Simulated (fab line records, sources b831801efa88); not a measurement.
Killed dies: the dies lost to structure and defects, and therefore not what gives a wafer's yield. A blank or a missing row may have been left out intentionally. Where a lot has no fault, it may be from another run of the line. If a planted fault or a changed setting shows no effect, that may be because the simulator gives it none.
What tool caused it? || flow sky130 || 6 lots with 18 wafers sampled at 4 steps, on a route of 708 steps

## WHAT THE GAUGES READ, wafer by wafer
SKY_VIA1_RS_MEAS_22: a four-point-probe measurement.
{"lot": "L388", "measured": "day 34 13:07", "on": "film_metro-01", "VIA1_W_RS (ohm/sq)": "0.423 0.427 0.423"}
{"lot": "L395", "measured": "day 36 20:40", "on": "film_metro-01", "VIA1_W_RS (ohm/sq)": "58.353 57.362 58.269 58.230 57.405 58.256"}
{"lot": "L399", "measured": "day 38 04:22", "on": "film_metro-03", "VIA1_W_RS (ohm/sq)": "0.429 0.426 0.432"}
{"lot": "L401", "measured": "day 38 15:26", "on": "film_metro-01", "VIA1_W_RS (ohm/sq)": "0.425 0.419 0.430"}
{"lot": "L404", "measured": "day 39 14:43", "on": "film_metro-01", "VIA1_W_RS (ohm/sq)": "0.424 0.420 0.419"}
{"lot": "L407", "measured": "day 40 08:34", "on": "film_metro-01", "VIA1_W_RS (ohm/sq)": "0.423 0.426 0.429"}

## EACH LOT AND THE TOOL THAT RAN IT (in order: tool; ch and the chambers of the sampled wafers; start)
{"lot": "L388", "SKY_CONTACT_CVD_00": "pecvd-01 ch 1,2, day 30 23:19", "SKY_METAL1_SPUTTER_02": "pvd_sputter-01, day 32 04:41", "SKY_VIA1_CVD_21": "cvd_w-02 ch 1, day 34 12:56"}
{"lot": "L395", "SKY_CONTACT_CVD_00": "pecvd-03 ch 0,1,2, day 33 09:34", "SKY_METAL1_SPUTTER_02": "pvd_sputter-04, day 34 14:46", "SKY_VIA1_CVD_21": "cvd_w-02 ch 0,1, day 36 20:35"}
{"lot": "L399", "SKY_CONTACT_CVD_00": "pecvd-01 ch 0,1, day 34 17:23", "SKY_METAL1_SPUTTER_02": "pvd_sputter-01, day 35 21:04", "SKY_VIA1_CVD_21": "cvd_w-02 ch 0,1, day 38 04:16"}
{"lot": "L401", "SKY_CONTACT_CVD_00": "pecvd-03 ch 0,2, day 35 05:31", "SKY_METAL1_SPUTTER_02": "pvd_sputter-04, day 36 10:14", "SKY_VIA1_CVD_21": "cvd_w-02 ch 0,1, day 38 15:20"}
{"lot": "L404", "SKY_CONTACT_CVD_00": "pecvd-03 ch 0,2, day 36 06:25", "SKY_METAL1_SPUTTER_02": "pvd_sputter-02, day 37 09:44", "SKY_VIA1_CVD_21": "cvd_w-02 ch 0,1, day 39 14:38"}
{"lot": "L407", "SKY_CONTACT_CVD_00": "pecvd-01 ch 0,2, day 37 00:22", "SKY_METAL1_SPUTTER_02": "pvd_sputter-02, day 38 04:24", "SKY_VIA1_CVD_21": "cvd_w-01 ch 0,1, day 40 08:28"}
- SKY_CONTACT_CVD_00: deposits Si3N4, target thk 75 nm.
- SKY_METAL1_SPUTTER_02: material AlCu, target thk 250 nm, time 13.3 s.
- SKY_VIA1_CVD_21: deposits W, target thk 270 nm, time 80.902 s.

## THE ANSWER, worked out from the rows above alone
Rule: the usual values come from the lots themselves. Put in order of their means at a reading, lots are off if they are a third of the lots or fewer, leave a main group of 4 or more, and stand apart from it by a gap of 3 or more times the standard deviation of the main group's means; of several such gaps the widest counts. If all means in a main group match to the digits the tables above print for the reading, that group is not used. A lot without any number at a reading at which 4 lots or more have one is off too. All remaining lots with rows at the step are treated as sound.
Off: at SKY_VIA1_RS_MEAS_22 (VIA1_W_RS), L395. Mean 0.425 ohm/sq and standard deviation 0.0026 in the main group.
If a tool, at a process step before that reading, ran all the lots that are off and no sound lot after the first of them, it fits. Those tools and the gauges at SKY_VIA1_RS_MEAS_22 are tried in the same way. No candidate that was tried fits.

## WHAT THE SIMULATOR HAD INSERTED
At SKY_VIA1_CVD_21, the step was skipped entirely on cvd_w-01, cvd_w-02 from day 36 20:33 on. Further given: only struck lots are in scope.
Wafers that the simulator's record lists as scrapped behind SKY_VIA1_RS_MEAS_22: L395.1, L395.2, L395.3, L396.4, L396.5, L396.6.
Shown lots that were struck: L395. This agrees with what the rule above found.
